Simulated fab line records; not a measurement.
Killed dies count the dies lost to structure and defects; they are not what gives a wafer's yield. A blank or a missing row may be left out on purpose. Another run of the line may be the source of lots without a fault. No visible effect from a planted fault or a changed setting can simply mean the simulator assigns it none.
Code-filled problem report in 8D (eight disciplines) form	flow gf180mcu	the parts of the form that need people (team, actions taken, sign-off) are left out

1. THE PROBLEM
Wafers without a fault read 1494 W, standard deviation 4.9; rf-fwd-power-W at GF_V5_ETCH_17 reads a mean of 1736 W on 6 wafers belonging to 2 lots. That puts it +49 standard deviations away from the usual mean.
The step: etches SiO2 in C4F8/O2/Ar, stops on TiN, target depth 855 nm.
Earliest sighting: wafer L458.1 on rie-diel-02 at day 33 01:00. The record has a number at this step for 39 wafers belonging to 13 lots. The rule behind "out" and "out of limits": a value lying over 4 standard deviations away from the usual mean. All remaining wafers that have a number are taken as sound.

2. WHAT IT IS, WHAT IT ISN'T
question	is	is not
which readings at this step	rf-fwd-power-W	oes-product-au
which lots	L458, L460	L438, L439, L442, L443, L445, L446, L447, L448, L449, L450, L452
which wafers of those lots	all that have a number	-
read on which tools	rie-diel-02	rie-diel-03, rie-diel-04
when	from day 33 01:00	up to then (33 sound wafers)

3. WHAT RULES OUT EACH SUSPECT
Counting: a tool stays on the suspect list if, at a process step up to the reading, it processed all lots that are out and no sound lot following the first of them.
- rie-diel-02 at GF_V5_ETCH_17 (etches SiO2 in C4F8/O2/Ar, stops on TiN, target depth 855 nm): kept. All lots that are out passed through it, beginning with L458 at day 33 01:00, and no sound lot followed; its final sound lot before that point was L452 at day 31 13:00. Its own readings are out on those wafers: rf-fwd-power-W.
After counting, what remains is rie-diel-02 at GF_V5_ETCH_17.

4. THE CAUSE (what the simulator had put in)
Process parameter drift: rie-diel-02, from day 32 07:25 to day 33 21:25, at GF_V5_ETCH_17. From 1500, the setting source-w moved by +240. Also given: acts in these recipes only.
Only this tool survived the counting.

5. THE EFFECT CHAIN, in route order
Rows list readings where the struck wafers' mean (over those with a number) sits beyond 3 standard deviations from the usual. Only readings whose record carries a usual standard deviation are examined. hours: median over the lots of the time between each lot's start at the first step of this table that gives one and its start at this step. sigmas: the change, counted in usual standard deviations.
hours	step	reading	usual	on struck wafers	change	sigmas
0	GF_V5_ETCH_17	rf-fwd-power-W	1494 W	1736	+242	+49
Here are the process steps it includes:
- GF_V5_ETCH_17: etches SiO2 in C4F8/O2/Ar, stops on TiN, target depth 855 nm.

6. WHAT WOULD HAVE CAUGHT IT SOONER
First out-of-limits reading in this record: day 33 01:00, which is 18 hours after fault onset at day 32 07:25.
